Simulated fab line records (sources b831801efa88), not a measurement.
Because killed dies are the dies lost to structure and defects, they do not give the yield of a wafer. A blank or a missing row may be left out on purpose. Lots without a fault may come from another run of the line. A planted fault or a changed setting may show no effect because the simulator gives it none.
Lot-split experiment :: flow sky130 :: on a route of 708 steps: 5 lots, 23 wafers read

## ON THE SPLIT
At SKY_LDD_P_IMPLANT_09, the setting dose_cm2 was moved away from the recipe's 1e+13 on 8 of the 23 wafers read, by -5.3% to +6.3%. For the rest of the wafers, this setting stayed at what the recipe calls for.

## FROM THE SPLIT ON TO THE READING: in between, the file shows 1 step
- SKY_LDD_P_STRIP_10: strips in O2/N2

## THE READING
LDD_P_TW, at SKY_LDD_P_TW_MEAS_11. A value of 634.0 with a standard deviation of 2.9 is what fault-free wafers of this fab line usually give.

wafer: L074.1
tool, chamber at the split: implanter-04, 0
dose_cm2 as run: 1e+13
against the recipe: recipe
LDD_P_TW: 637.6
against lot-mates on the recipe: -

wafer: L074.3
tool, chamber at the split: implanter-04, 0
dose_cm2 as run: 9.465e+12
against the recipe: -5.3%
LDD_P_TW: 620.7
against lot-mates on the recipe: -16.1

wafer: L074.4
tool, chamber at the split: implanter-04, 0
dose_cm2 as run: 1e+13
against the recipe: recipe
LDD_P_TW: 636.0
against lot-mates on the recipe: -

wafer: L074.5
tool, chamber at the split: implanter-04, 0
dose_cm2 as run: 9.465e+12
against the recipe: -5.3%
LDD_P_TW: 623.6
against lot-mates on the recipe: -13.2

wafer: L074.6
tool, chamber at the split: implanter-04, 0
dose_cm2 as run: 9.465e+12
against the recipe: -5.3%
LDD_P_TW: 626.4
against lot-mates on the recipe: -10.4

wafer: L079.1
tool, chamber at the split: implanter-01, 0
dose_cm2 as run: 1.063e+13
against the recipe: +6.3%
LDD_P_TW: 638.0
against lot-mates on the recipe: +9.5

wafer: L079.3
tool, chamber at the split: implanter-01, 0
dose_cm2 as run: 1.063e+13
against the recipe: +6.3%
LDD_P_TW: 640.2
against lot-mates on the recipe: +11.8

wafer: L079.4
tool, chamber at the split: implanter-01, 0
dose_cm2 as run: 1e+13
against the recipe: recipe
LDD_P_TW: 629.1
against lot-mates on the recipe: -

wafer: L079.5
tool, chamber at the split: implanter-01, 0
dose_cm2 as run: 1e+13
against the recipe: recipe
LDD_P_TW: 627.8
against lot-mates on the recipe: -

wafer: L079.6
tool, chamber at the split: implanter-01, 0
dose_cm2 as run: 1.063e+13
against the recipe: +6.3%
LDD_P_TW: 642.2
against lot-mates on the recipe: +13.8

wafer: L081.2
tool, chamber at the split: implanter-04, 0
dose_cm2 as run: 1e+13
against the recipe: recipe
LDD_P_TW: 634.9
against lot-mates on the recipe: -

wafer: L081.3
tool, chamber at the split: implanter-04, 0
dose_cm2 as run: 1e+13
against the recipe: recipe
LDD_P_TW: 636.2
against lot-mates on the recipe: -

wafer: L081.4
tool, chamber at the split: implanter-04, 0
dose_cm2 as run: 1e+13
against the recipe: recipe
LDD_P_TW: 635.8
against lot-mates on the recipe: -

wafer: L081.5
tool, chamber at the split: implanter-04, 0
dose_cm2 as run: 1e+13
against the recipe: recipe
LDD_P_TW: 637.9
against lot-mates on the recipe: -

wafer: L081.6
tool, chamber at the split: implanter-04, 0
dose_cm2 as run: 1e+13
against the recipe: recipe
LDD_P_TW: 634.9
against lot-mates on the recipe: -

wafer: L084.1
tool, chamber at the split: implanter-03, 0
dose_cm2 as run: 9.674e+12
against the recipe: -3.3%
LDD_P_TW: 625.9
against lot-mates on the recipe: -11.1

wafer: L084.2
tool, chamber at the split: implanter-03, 0
dose_cm2 as run: 1e+13
against the recipe: recipe
LDD_P_TW: 633.9
against lot-mates on the recipe: -

wafer: L084.4
tool, chamber at the split: implanter-03, 0
dose_cm2 as run: 1e+13
against the recipe: recipe
LDD_P_TW: 637.0
against lot-mates on the recipe: -

wafer: L084.5
tool, chamber at the split: implanter-03, 0
dose_cm2 as run: 9.674e+12
against the recipe: -3.3%
LDD_P_TW: 631.0
against lot-mates on the recipe: -6.0

wafer: L084.6
tool, chamber at the split: implanter-03, 0
dose_cm2 as run: 1e+13
against the recipe: recipe
LDD_P_TW: 640.1
against lot-mates on the recipe: -

wafer: L085.2
tool, chamber at the split: implanter-03, 0
dose_cm2 as run: 1e+13
against the recipe: recipe
LDD_P_TW: 630.6
against lot-mates on the recipe: -

wafer: L085.3
tool, chamber at the split: implanter-03, 0
dose_cm2 as run: 1e+13
against the recipe: recipe
LDD_P_TW: 630.6
against lot-mates on the recipe: -

wafer: L085.6
tool, chamber at the split: implanter-03, 0
dose_cm2 as run: 1e+13
against the recipe: recipe
LDD_P_TW: 632.8
against lot-mates on the recipe: -

THE FIT
A straight line over all 23 wafers: LDD_P_TW changes by +1.4 for each +1% of dose_cm2; r = +0.80; the points scatter about the line by 3.5.
The same after taking each lot's own level away (the mean of its wafers on the recipe; 23 wafers): +2.15 for each +1%; r = +0.96; scatter 2.
The reading moves by 14 for the largest change in dose_cm2, on that fit.
Measured against the standard deviation above, the lots' own levels, which go from 628.45 to 637.00, span 2.9 times it.
So the lot-to-lot level blurs the effect unless lot-mates are compared.
Check: for one of the wafers moved furthest among these (+6.3%), held out of the fit, the line's prediction against its lot-mates is +14. Against them it came out at +9.55.

## OTHER SPLITS ON THESE WAFERS
Other splits were also applied to these wafers ahead of the reading. Each is held against what the fit with the lots' levels taken away leaves over:
other split on the same wafers: SKY_VT_ADJUST_HVTR_EXPOSE_04 dose_mj
wafers away from the commonest value: 8
r with LDD_P_TW (lot level and that fit taken away): +0.00

other split on the same wafers: SKY_SONOS_TUNNEL_DEVELOP_06 develop_time_s
wafers away from the commonest value: 7
r with LDD_P_TW (lot level and that fit taken away): +0.01

other split on the same wafers: SKY_SONOS_ONO_COAT_08 resist_thk_nm
wafers away from the commonest value: 7
r with LDD_P_TW (lot level and that fit taken away): +0.10

other split on the same wafers: SKY_SONOS_ONO_ETCH_15 source_w
wafers away from the commonest value: 8
r with LDD_P_TW (lot level and that fit taken away): +0.39

other split on the same wafers: SKY_GATE_OXIDE_IMPLANT_11 dose_cm2
wafers away from the commonest value: 5
r with LDD_P_TW (lot level and that fit taken away): +0.17

other split on the same wafers: SKY_POLY_GATE_OXIDATION_20 ox_time_s
wafers away from the commonest value: 15
r with LDD_P_TW (lot level and that fit taken away): -0.11

## THE FILE'S OWN FIT
LDD_P_TW changes by +2.18 for each +1% of dose_cm2, r = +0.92.
